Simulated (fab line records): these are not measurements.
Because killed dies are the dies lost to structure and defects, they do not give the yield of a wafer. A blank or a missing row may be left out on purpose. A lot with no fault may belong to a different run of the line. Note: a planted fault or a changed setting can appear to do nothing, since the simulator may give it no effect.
Which tool was responsible? / flow sky130 / Sampling: 13 lots, 39 wafers, 2 of 708 route steps

## WHAT EACH GAUGE READ, for each wafer
SKY_LI_CONTACT_OVL_MEAS_13. Usual: LI_CONTACT_OVL -3 nm, standard deviation 6.1.
lot=L183; measured=day 29 06:23; on=overlay-02; LI_CONTACT_OVL (nm)=-2 4 -2; flag=
lot=L185; measured=day 30 15:59; on=overlay-02; LI_CONTACT_OVL (nm)=-9 -5 -6; flag=
lot=L187; measured=day 31 10:44; on=overlay-01; LI_CONTACT_OVL (nm)=-17 -13 -10; flag=
lot=L188; measured=day 31 14:05; on=overlay-02; LI_CONTACT_OVL (nm)=-6 -5 -8; flag=
lot=L190; measured=day 32 12:49; on=overlay-01; LI_CONTACT_OVL (nm)=1 12 3; flag=
lot=L191; measured=day 32 18:50; on=overlay-01; LI_CONTACT_OVL (nm)=-1 0 0; flag=
lot=L192; measured=day 32 21:31; on=overlay-02; LI_CONTACT_OVL (nm)=3 -5 -13; flag=
lot=L198; measured=day 34 11:44; on=overlay-02; LI_CONTACT_OVL (nm)=-3 6 -7; flag=
lot=L200; measured=day 35 02:32; on=overlay-02; LI_CONTACT_OVL (nm)=-4 -4 -2; flag=
lot=L202; measured=day 35 22:10; on=overlay-01; LI_CONTACT_OVL (nm)=-6 -5 -1; flag=
lot=L203; measured=day 36 06:10; on=overlay-02; LI_CONTACT_OVL (nm)=6 -5 -5; flag=
lot=L204; measured=day 36 12:02; on=overlay-01; LI_CONTACT_OVL (nm)=-9 1 -3; flag=
lot=L205; measured=day 36 23:56; on=overlay-01; LI_CONTACT_OVL (nm)=-1 -6 0; flag=

SKY_LI_CONTACT_RS_MEAS_22: measures by four-point-probe. Usual: LI_CONTACT_W_RS 0.282 ohm/sq, standard deviation 0.0058.
lot=L183; measured=day 29 07:09; on=film-metro-04; LI_CONTACT_W_RS (ohm/sq)=0.274 0.289 0.277; flag=
lot=L185; measured=day 30 16:43; on=film-metro-02; LI_CONTACT_W_RS (ohm/sq)=0.277 0.288 0.287; flag=
lot=L187; measured=day 31 11:27; on=film-metro-04; LI_CONTACT_W_RS (ohm/sq)=0.275 0.278 0.287; flag=
lot=L188; measured=day 31 14:48; on=film-metro-04; LI_CONTACT_W_RS (ohm/sq)=0.286 0.284 0.284; flag=
lot=L190; measured=day 32 13:32; on=film-metro-03; LI_CONTACT_W_RS (ohm/sq)=0.283 0.276 0.288; flag=
lot=L191; measured=day 32 19:34; on=film-metro-03; LI_CONTACT_W_RS (ohm/sq)=0.284 0.275 0.273; flag=
lot=L192; measured=day 32 22:17; on=film-metro-04; LI_CONTACT_W_RS (ohm/sq)=0.287 0.274 0.273; flag=
lot=L198; measured=day 34 12:28; on=film-metro-04; LI_CONTACT_W_RS (ohm/sq)=0.273 0.290 0.273; flag=
lot=L200; measured=day 35 03:15; on=film-metro-03; LI_CONTACT_W_RS (ohm/sq)=0.280 0.280 0.288; flag=
lot=L202; measured=day 35 22:55; on=film-metro-03; LI_CONTACT_W_RS (ohm/sq)=0.286 0.277 0.286; flag=
lot=L203; measured=day 36 06:53; on=film-metro-03; LI_CONTACT_W_RS (ohm/sq)=0.287 0.277 0.277; flag=
lot=L204; measured=day 36 12:47; on=film-metro-02; LI_CONTACT_W_RS (ohm/sq)=0.283 0.293 0.285; flag=
lot=L205; measured=day 37 00:42; on=film-metro-04; LI_CONTACT_W_RS (ohm/sq)=0.289 0.279 0.287; flag=

## TOOL THAT RAN EACH LOT (tool first, then ch and the chambers of the sampled wafers, then the start)
The record shows no process step preceding these readings.

## AS READ BY THE TOOLS THEMSELVES (means over the sampled wafers that have a number; for cases with no such wafer, the mark the record gives instead)
The record holds no such reading with a usual standard deviation.

## THE ANSWER, worked out from the rows above alone
Rule: take the mean of a lot's wafers that have a number; if it is more than 3 standard deviations from the usual mean, the lot is off. A lot without any number at a reading at which 4 lots or more have one is off too. Any other lot the step has rows for is counted as sound. The gauges are gone through in route order, then the tools' own readings, and for those a lot's mean is taken as printed above. At the first step where some lot is off, the reading lying furthest off is the one used; lots without a number count as furthest.
No lot is off on any of the readings shown, so nothing can be concluded from this.

## WHAT WAS PUT IN BY THE SIMULATOR
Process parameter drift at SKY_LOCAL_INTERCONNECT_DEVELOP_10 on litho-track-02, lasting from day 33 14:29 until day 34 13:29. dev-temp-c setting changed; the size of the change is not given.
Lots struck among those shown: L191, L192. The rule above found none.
